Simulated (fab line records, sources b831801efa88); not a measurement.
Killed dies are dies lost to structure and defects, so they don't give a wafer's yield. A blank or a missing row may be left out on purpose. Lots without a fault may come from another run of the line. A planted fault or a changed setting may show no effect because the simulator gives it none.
fab line records | flow sky130
record lots=11 wafers=32 last_day=50
route steps=708 shown METAL2@502 VIA2@510 METAL3@535 PAD_OPEN@708
lots that met no fault: from a run of the same line without faults
start_h: hours from the record's first day to the start of the lot's first wafer shown | wait_h: hours since the lot's step before | " the same as in the row above | L1.1+2: a row that stands for several wafers | - no value, or no start given | * or withheld: withheld | < > ~ a bound
route shown NAME@n: a module of which the file shows steps, and the number in the route of the first | usual: mean/standard deviation of fault-free wafers | same: alike in all rows | chamber/n: place in a boat | sites: the reading at each site | _std_site: their standard deviation | _edge_site: outer sites' mean less inner sites' | radius_mm: how far each site lies from the wafer's centre | mask NAME#n: copy n | behind: the tool/chamber that last shaped the wafer | hold: why the lot was held/for how many hours/how that ended | device: the transistor (n, p or np) that didn't switch | end of line: the same wafers' tests at the end of the route | a step without rows: its recipe alone | killed: dies lost to structure and defects at the first sort, not the wafer's yield | map: a wafer's dies, x killed, . not, _ none there
set.NAME: the setting as run; set.NAME@STEP: as run at that earlier step | model.NAME: the simulator's own value behind a step, which no gauge read
steps of the route over a sample of lots; a table a step, a row a wafer
services: from which hour (start_h, from the record's first day; less than 0 if before it) a tool's chamber was out of use, for how many hours, and why
## steps
# step SKY_METAL2_METAL_ETCH_19
# recipe target_depth_a=3600 stop_on=SiO2 over_etch_frac=0.3 time_s=78 chemistry=Cl2/BCl3 resist_sidewall_deg=88 pressure_mtorr=10 icp_w=900 bias_w=48.5 Cl2_flow_sccm=60 bcl3_flow_sccm=30
# usual drypump_motor_current_A=5.8/0.49 oes_product_au=0.857/0.0058 throttle_valve_pct=22.264/0.0088
# columns lot.wafer tool chamber start_h wait_h drypump_motor_current_A oes_product_au rf_hours_counter_h throttle_valve_pct
L230.3 rie_metal-03 0 841.95 0.1 5.2 0.861 - 22.255
L230.4 " 1 " " 5.9 0.857 - 22.242
L230.6 " 1 " " 5.9 0.861 - 22.265
L231.1 rie_metal-01 1 843.24 0.0 6.4 0.866 6 22.271
L231.5 " 0 " " 5.8 0.848 - 22.261
L231.6 " 1 " " 6.4 0.863 - 22.265
L233.4 rie_metal-03 1 860.07 0.1 6.0 0.860 - 22.272
L233.6 " 1 " " 6.0 0.857 - 22.260
L240.2 rie_metal-01 1 914.27 0.0 6.4 0.858 9 22.283
L240.4 " 1 " " 6.4 0.855 - 22.262
L240.6 " 0 " " 5.8 0.856 - 22.257
L242.1 rie_metal-04 0 922.64 0.0 6.5 0.861 10 22.256
L242.2 " 1 " " 5.3 0.850 6 22.251
L242.3 " 0 " " 6.4 0.862 - 22.273
L245.1 rie_metal-04 0 944.59 0.0 6.5 0.862 10 22.244
L245.2 " 1 " " 5.3 0.851 7 22.252
L245.3 " 1 " " 5.3 0.854 - 22.262
L247.1 rie_metal-03 0 963.02 0.1 5.2 0.857 4 22.242
L247.2 " 0 " " 5.2 0.870 - 22.266
L247.6 " 0 " " 5.2 0.855 - 22.266
L248.1 rie_metal-04 0 966.39 0.0 6.5 0.861 11 22.257
L248.2 " 1 " " 5.2 0.855 8 22.249
L248.5 " 1 " " 5.3 0.858 - 22.246
L249.1 rie_metal-01 0 969.52 0.0 5.8 0.858 15 22.264
L249.2 " 1 " " 6.4 0.851 13 22.244
L249.5 " 1 " " 6.4 0.862 - 22.274
L250.3 rie_metal-04 1 978.20 0.1 5.3 0.863 - 22.267
L250.4 " 0 " " 6.5 0.864 - 22.268
L250.6 " 1 " " 5.3 0.859 - 22.266
L251.1 rie_metal-03 0 982.87 0.0 5.2 0.854 6 22.253
L251.3 " 1 " " 5.9 0.865 - 22.264
L251.5 " 1 " " 5.9 0.854 - 22.266
# step SKY_VIA2_BOW_MEAS_03
# recipe mode=bow
# usual VIA2_BOW=86/7.4
# columns lot.wafer tool chamber start_h wait_h VIA2_BOW[um]
L230.3 film_metro-01 - 843.15 0.3 74
L230.4 " - " " 89
L230.6 " - " " 83
L231.1 film_metro-01 - 844.42 0.2 88
L231.5 " - " " 92
L231.6 " - " " 81
L233.4 film_metro-02 - 861.30 0.2 90
L233.6 " - " " 92
L240.2 film_metro-04 - 915.89 0.1 91
L240.4 " - " " 93
L240.6 " - " " 93
L242.1 film_metro-02 - 923.84 0.1 93
L242.2 " - " " 88
L242.3 " - " " 94
L245.1 film_metro-02 - 945.77 0.2 87
L245.2 " - " " 83
L245.3 " - " " 94
L247.1 film_metro-01 - 964.37 0.2 84
L247.2 " - " " 94
L247.6 " - " " 87
L248.1 film_metro-02 - 967.67 0.1 81
L248.2 " - " " 80
L248.5 " - " " 83
L249.1 film_metro-04 - 971.18 0.1 85
L249.2 " - " " 82
L249.5 " - " " 80
L250.3 film_metro-01 - 979.38 0.3 91
L250.4 " - " " 89
L250.6 " - " " 95
L251.1 film_metro-02 - 984.05 0.2 84
L251.3 " - " " 97
L251.5 " - " " 88
# step SKY_VIA2_CVD_21
# recipe material=W target_thk_nm=420 time_s=126.4 temp_c=400 pressure_torr=40
# usual heater_power_w=852/93
# columns lot.wafer tool chamber start_h wait_h heater_power_w
L230.3 cvd_w-01 0 869.85 0.1 821
L230.4 " 1 " " 882
L230.6 " 1 " " 872
L231.1 cvd_w-01 1 871.20 0.0 881
L231.5 " 0 " " 824
L231.6 " 1 " " 887
L233.4 cvd_w-01 0 888.22 0.1 804
L233.6 " 0 " " 812
L240.2 cvd_w-02 1 941.93 0.0 1001
L240.4 " 1 " " 991
L240.6 " 0 " " 745
L242.1 cvd_w-02 0 949.39 0.0 753
L242.2 " 1 " " 975
L242.3 " 0 " " 759
L245.1 cvd_w-01 1 970.66 0.0 866
L245.2 " 0 " " 767
L245.3 " 0 " " 777
L247.1 cvd_w-02 1 989.56 0.0 1006
L247.2 " 0 " " 779
L247.6 " 0 " " 759
L248.1 cvd_w-01 1 992.53 0.0 846
L248.2 " 0 " " 796
L248.5 " 0 " " 773
L249.1 cvd_w-02 0 996.20 0.0 735
L249.2 " 1 " " 998
L249.5 " 1 " " 971
L250.3 cvd_w-01 0 1003.68 0.1 765
L250.4 " 1 " " 867
L250.6 " 0 " " 763
L251.1 cvd_w-02 0 1008.35 0.0 744
L251.3 " 1 " " 963
L251.5 " 1 " " 979
# step SKY_VIA2_RS_MEAS_22
# recipe thk_meas_gauge=four-point-probe reads=W_of_VIA2_CVD_21+TiN_of_VIA2_SPUTTER_20
# usual VIA2_W_RS=0.273/0.0033
# columns lot.wafer tool chamber start_h wait_h VIA2_W_RS[ohm/sq]
L230.3 film_metro-04 - 869.98 0.1 0.267
L230.4 " - " " 0.197
L230.6 " - " " 0.273
L231.1 film_metro-04 - 871.33 0.1 0.197
L231.5 " - " " 0.270
L231.6 " - " " 0.274
L233.4 film_metro-02 - 888.37 0.1 0.193
L233.6 " - " " 0.267
L240.2 film_metro-04 - 942.08 0.1 0.272
L240.4 " - " " 0.275
L240.6 " - " " 0.272
L242.1 film_metro-02 - 949.52 0.1 0.271
L242.2 " - " " 0.273
L242.3 " - " " 0.272
L245.1 film_metro-02 - 970.79 0.1 0.279
L245.2 " - " " 0.274
L245.3 " - " " 0.274
L247.1 film_metro-02 - 989.69 0.1 0.276
L247.2 " - " " 0.274
L247.6 " - " " 0.274
L248.1 film_metro-04 - 992.66 0.1 0.270
L248.2 " - " " 0.263
L248.5 " - " " 0.267
L249.1 film_metro-04 - 996.33 0.1 0.270
L249.2 " - " " 0.278
L249.5 " - " " 0.273
L250.3 film_metro-04 - 1003.81 0.1 0.268
L250.4 " - " " 0.274
L250.6 " - " " 0.269
L251.1 film_metro-04 - 1008.49 0.1 0.274
L251.3 " - " " 0.274
L251.5 " - " " 0.275
# step SKY_VIA2_THK_MEAS_23
# recipe thk_meas_gauge=xrf reads=W_of_VIA2_CVD_21
# usual VIA2_W_THK=410/7.7
# columns lot.wafer tool chamber start_h wait_h VIA2_W_THK[nm]
L230.3 film_metro-04 - 870.08 0.1 427
L230.4 " - " " 568
L230.6 " - " " 417
L231.1 film_metro-04 - 871.45 0.1 567
L231.5 " - " " 423
L231.6 " - " " 416
L233.4 film_metro-02 - 888.46 0.1 567
L233.6 " - " " 415
L240.2 film_metro-04 - 942.19 0.1 419
L240.4 " - " " 414
L240.6 " - " " 419
L242.1 film_metro-02 - 949.64 0.1 409
L242.2 " - " " 407
L242.3 " - " " 407
L245.1 film_metro-02 - 970.91 0.1 396
L245.2 " - " " 405
L245.3 " - " " 404
L247.1 film_metro-02 - 989.81 0.1 402
L247.2 " - " " 405
L247.6 " - " " 404
L248.1 film_metro-04 - 992.78 0.1 418
L248.2 " - " " 428
L248.5 " - " " 421
L249.1 film_metro-04 - 996.45 0.1 419
L249.2 " - " " 405
L249.5 " - " " 411
L250.3 film_metro-04 - 1003.91 0.1 417
L250.4 " - " " 413
L250.6 " - " " 420
L251.1 film_metro-04 - 1008.61 0.1 412
L251.3 " - " " 411
L251.5 " - " " 410
# step SKY_VIA2_CMP_24
# recipe stop_on=SiO2 t_overpolish_s=20 down_force_psi=3.5 platen_rpm=60 target_thk_nm=0 pad_velocity_m_s=0.94248
# usual motor_current_A=10.2/0.65 time_to_endpoint_s=100/4
# columns lot.wafer tool chamber start_h wait_h motor_current_A time_to_endpoint_s
L230.3 cmp-01 3 870.22 0.1 11.3 106
L230.4 " 0 " " 10.0 135
L230.6 " 2 " " 10.2 101
L231.1 cmp-01 0 871.85 0.4 10.5 140
L231.5 " 1 " " 10.7 99
L231.6 " 2 " " 10.2 100
L233.4 cmp-01 2 888.54 0.1 10.4 141
L233.6 " 1 " " 10.6 99
L240.2 cmp-02 0 942.29 0.1 10.2 105
L240.4 " 2 " " 9.6 103
L240.6 " 3 " " 8.9 103
L242.2 cmp-02 2 949.70 0.0 9.3 101
L242.1 " 3 " " 9.3 104
L242.3 " 1 " " 10.7 96
L245.1 cmp-02 2 970.97 0.1 9.8 103
L245.3 " 3 " " 9.1 104
L245.2 " 0 " " 10.1 105
L247.2 cmp-02 0 989.87 0.0 10.2 100
L247.1 " 2 " " 9.8 96
L247.6 " 0 " " 9.6 99
L248.2 cmp-01 0 992.84 0.0 10.0 103
L248.1 " 1 " " 11.2 97
L248.5 " 0 " " 9.7 108
L249.2 cmp-02 2 996.56 0.1 9.5 94
L249.1 " 3 " " 9.5 95
L249.5 " 1 " " 10.4 93
L250.4 cmp-01 2 1003.95 0.0 10.5 102
L250.3 " 0 " " 9.6 99
L250.6 " 3 " " 11.3 104
L251.1 cmp-01 2 1008.67 0.1 9.7 102
L251.3 " 1 " " 11.2 97
L251.5 " 2 " " 10.0 98
# step SKY_METAL3_SPUTTER_03
# recipe material=Ti target_thk_nm=5 power_w=3000 time_s=3.3 chamber_pressure_pa=0.4
# usual throttle_valve_pct=29.7/0.74
# columns lot.wafer tool chamber start_h wait_h throttle_valve_pct
L230.3 pvd_sputter-01 - 870.51 0.0 28.9
L230.4 " - " " 30.0
L230.6 " - " " 29.9
L231.1 pvd_sputter-04 - 872.09 0.0 30.0
L231.5 " - " " 27.8
L231.6 " - " " 29.2
L233.4 pvd_sputter-04 - 888.87 0.0 30.3
L233.6 " - " " 28.0
L240.2 pvd_sputter-04 - 942.62 0.0 29.9
L240.4 " - " " 29.0
L240.6 " - " " 29.1
L242.1 pvd_sputter-04 - 950.09 0.0 29.2
L242.2 " - " " 30.2
L242.3 " - " " 28.1
L245.1 pvd_sputter-01 - 971.36 0.0 29.9
L245.2 " - " " 29.1
L245.3 " - " " 28.9
L247.1 pvd_sputter-02 - 990.26 0.0 30.5
L247.2 " - " " 30.6
L247.6 " - " " 30.3
L248.1 pvd_sputter-02 - 993.22 0.0 29.3
L248.2 " - " " 30.8
L248.5 " - " " 30.5
L249.1 pvd_sputter-02 - 996.90 0.0 29.3
L249.2 " - " " 30.4
L249.5 " - " " 29.6
L250.3 pvd_sputter-01 - 1004.33 0.0 29.1
L250.4 " - " " 29.3
L250.6 " - " " 29.0
L251.1 pvd_sputter-02 - 1009.05 0.0 30.6
L251.3 " - " " 29.6
L251.5 " - " " 30.6
# step SKY_PAD_OPEN_PROBE_99
# usual defect_limited_yield=82.3/2 killed_at_M0_to_M3=44/7 killed_at_M4_up=3.1/1.8 killed_at_contacts=25/5.1 killed_at_front_end=15/4.3 killed_at_other=0.3/0.61 killed_dies=87/9.8 killed_open=48/7 killed_short=38/6.3 sort_bin_3_pad_short=0.9/0.39 sort_bin_5_function=10.3/1.5 sort_bin_6_memory=6.5/1.2 sort_n_pass=405/9.8 sort_yield_pct=82.3/2
# same gross_dies=492 killed_at_back_side=0 sort_bin_4_leakage[%]=0 sort_bin_8_speed[%]=0
# columns lot.wafer tool chamber start_h wait_h defect_limited_yield[%] killed_at_M0_to_M3 killed_at_M4_up killed_at_contacts killed_at_front_end killed_at_other killed_dies killed_open killed_short sort_bin_3_pad_short[%] sort_bin_5_function[%] sort_bin_6_memory[%] sort_n_pass sort_yield_pct[%]
L233.6 prober-01 - 1105.86 0.2 82.5 45 3 29 9 0 86 45 40 1.2 10.2 6.1 406 82.5
L242.1 prober-02 - 1154.54 0.1 82.5 41 2 23 20 0 86 39 47 1.0 10.2 6.3 406 82.5
L245.1 prober-01 - 1170.74 0.1 82.7 36 1 31 17 0 85 41 43 0.6 10.4 6.3 407 82.7
L245.2 prober-01 - 1170.79 0.1 80.1 44 6 25 22 1 98 54 44 1.6 10.6 7.7 394 80.1
L245.3 prober-01 - 1170.84 0.2 80.9 48 2 25 19 0 94 54 39 1.2 10.2 7.7 398 80.9
# killed by level:class
L233.6 LI_CONTACT:geometric_particle:open=11 CONTACT:geometric_particle:open=8 METAL2:geometric_particle:short=8 VIA3:geometric_particle:open=7 CONTACT:geometric_particle:short=6 METAL1:geometric_particle:short=6 VIA1:geometric_particle:open=6 VIA2:geometric_particle:open=5
L242.1 CONTACT:geometric_particle:short=8 VIA1:geometric_particle:open=7 VIA2:geometric_particle:open=7 POLY_GATE:geometric_particle:short=6 VIA3:geometric_particle:open=6 FIELD_ISO:geometric_particle:short=5 POLY_GATE:geometric_particle:open=5 LI_CONTACT:geometric_particle:open=5
L245.1 CONTACT:geometric_particle:open=13 CONTACT:geometric_particle:short=7 VIA2:geometric_particle:open=6 LI_CONTACT:geometric_particle:open=5 METAL1:geometric_particle:short=5 POLY_GATE:geometric_particle:short=5 VIA1:geometric_particle:open=5 METAL3:geometric_particle:short=5
L245.2 FIELD_ISO:geometric_particle:open=9 VIA2:geometric_particle:open=8 LI_CONTACT:geometric_particle:open=7 VIA3:geometric_particle:open=7 POLY_GATE:geometric_particle:open=6 LOCAL_INTERCONNECT:geometric_particle:short=6 VIA1:geometric_particle:open=6 CONTACT:geometric_particle:open=5
L245.3 VIA1:geometric_particle:open=13 VIA2:geometric_particle:open=10 FIELD_ISO:geometric_particle:short=7 LOCAL_INTERCONNECT:geometric_particle:short=6 CONTACT:geometric_particle:open=6 VIA3:geometric_particle:open=6 LI_CONTACT:geometric_particle:open=5 METAL2:geometric_particle:short=5
## services
# columns tool chamber start_h hours kind
rie_metal-04 1 824.30 3.1 repair
cvd_w-01 - 826.28 0.9 repair
pvd_sputter-01 - 833.08 3.0 repair
pvd_sputter-02 2 844.35 - consumable_replace:kit
pvd_sputter-02 2 844.35 18.0 scheduled_down
cvd_w-01 - 855.60 6.9 pm
cmp-02 - 868.17 3.4 repair
cmp-02 - 891.51 14.8 pm
rie_metal-03 - 893.04 2.8 pm
rie_metal-04 1 900.10 15.6 repair
pvd_sputter-04 - 900.39 18.2 repair
cvd_w-01 - 904.00 14.0 pm
cvd_w-01 0 904.00 14.0 vent_cycle
cvd_w-01 1 904.00 14.0 vent_cycle
cmp-01 - 912.00 4.0 pm
cmp-01 - 916.00 - consumable_replace:conditioner
cmp-01 - 916.00 - consumable_replace:pad
cvd_w-01 0 918.00 - clean
cvd_w-01 1 918.00 - clean
cvd_w-01 - 919.31 1.0 repair
pvd_sputter-02 - 942.36 10.4 repair
cvd_w-02 - 953.39 1.9 repair
pvd_sputter-04 - 957.31 26.4 repair
cmp-02 - 1004.17 2.8 repair
## key
first_sign step=SKY_VIA2_RS_MEAS_22 reading=VIA2_W_RS direction=down sigmas=24 usual=0.273 struck=0.196
effect step=SKY_VIA2_THK_MEAS_23 reading=VIA2_W_THK direction=up sigmas=20 usual=410 struck=567
effect step=SKY_VIA2_CMP_24 reading=time_to_endpoint_s direction=up sigmas=9.8 usual=* struck=*
met_at SKY_VIA2_CVD_21
struck_lots L230,L231,L233
struck_wafers L230.4,L231.1,L233.4
not_acting_at SKY_METAL2_METAL_ETCH_19,SKY_VIA2_BOW_MEAS_03,SKY_METAL3_SPUTTER_03
fault kind=process_parameter_drift tool=cvd_w-01 chamber=- onset_h=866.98 steps=SKY_VIA2_CVD_21 channel=target_thk_nm offset=159.96 shape=step end_h=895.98 scope=struck_wafers_only acts_in=these_recipes_only stated=420
